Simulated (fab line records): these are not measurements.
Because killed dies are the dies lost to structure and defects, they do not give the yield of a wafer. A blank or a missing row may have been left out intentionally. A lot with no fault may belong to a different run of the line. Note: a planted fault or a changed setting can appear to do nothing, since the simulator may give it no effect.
One fault through the eyes of 2 desks + flow gf180mcu + numbers are kept per desk, each desk with only its own; the story behind them comes last

FOR THE TOOL OWNER'S DESK: krf_scanner-01
The tool's own readings at GF_V5_EXPOSE_11 (exposes mask Via5, target cd 260 nm): means of the sampled wafers that have a number, for each lot that ran on this tool. If a lot's mean is further than 4 standard deviations from the usual mean, the lot is out of limits and carries the mark OUT (the distance appears in the brackets).
Columns: A = exposure_dose_mJ_cm2 at GF_V5_EXPOSE_11, usual 38.00
| lot  | first seen here | A                       |
|------|-----------------|-------------------------|
| L348 | day 27 01:25    | 38.01                   |
| L349 | day 27 09:53    | 38.01                   |
| L350 | day 27 21:00    | 48.45 (+99 or more) OUT |
| L355 | day 29 07:36    | 46.36 (+99 or more) OUT |
This desk's verdict: out of limits on L350, L355, starting with L350 at day 27 21:00 (exposure_dose_mJ_cm2 at GF_V5_EXPOSE_11). Within limits: L348, L349.

AT THE METROLOGY DESK
Lot by lot, what the gauges showed, no matter which tool ran the lot: averages of those sampled wafers that carry a number. If a lot's mean is further than 4 standard deviations from the usual mean, the lot is out of limits and carries the mark OUT (the distance appears in the brackets).
Columns: A = V5_CVD_00_THK at GF_V5_THK_MEAS_01, usual 299 nm; B = cd_nm at GF_V5_CD_MEAS_14, usual 260.2 nm
| lot  | first seen here | A   | B               |
|------|-----------------|-----|-----------------|
| L347 | day 26 10:30    | 301 | 260.7           |
| L348 | day 26 14:30    | 300 | 261.3           |
| L349 | day 26 22:44    | 301 | 261.1           |
| L350 | day 27 10:23    | 299 | 296.7 (+33) OUT |
| L351 | day 27 16:50    | 298 | 259.9           |
| L352 | day 27 22:35    | 301 | 259.1           |
| L355 | day 28 21:23    | 295 | 290.1 (+27) OUT |
| L359 | day 30 02:07    | 301 | 259.2           |
| L363 | day 31 03:03    | 297 | 259.9           |
| L364 | day 31 14:10    | 303 | 259.9           |
| L368 | day 32 10:02    | 304 | 262.3           |
| L369 | day 32 12:42    | 299 | 261.6           |
This desk's verdict: out of limits on L350, L355, starting with L350 at day 28 06:17 (cd_nm at GF_V5_CD_MEAS_14). Within limits: L347, L348, L349, L351, L352, L359, L363, L364, L368, L369.

ALL TOGETHER
An alarm could have come from the tool owner's desk at day 27 21:00, on L350, L355.
The metrology desk could have raised an alarm at day 28 06:17, on L350, L355.
GF_V5_EXPOSE_11 was run on krf_scanner-01 by each of the lots named.

WHAT HAD BEEN PUT IN BY THE SIMULATOR
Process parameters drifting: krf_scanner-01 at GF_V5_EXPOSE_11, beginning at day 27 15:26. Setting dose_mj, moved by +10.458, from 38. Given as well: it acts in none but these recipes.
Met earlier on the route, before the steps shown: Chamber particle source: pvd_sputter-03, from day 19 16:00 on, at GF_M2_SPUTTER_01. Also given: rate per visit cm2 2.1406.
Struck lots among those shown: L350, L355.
Counting hours from when the fault started, the first reading out of limits came at 6 for the tool owner's desk and at 15 for the metrology desk.
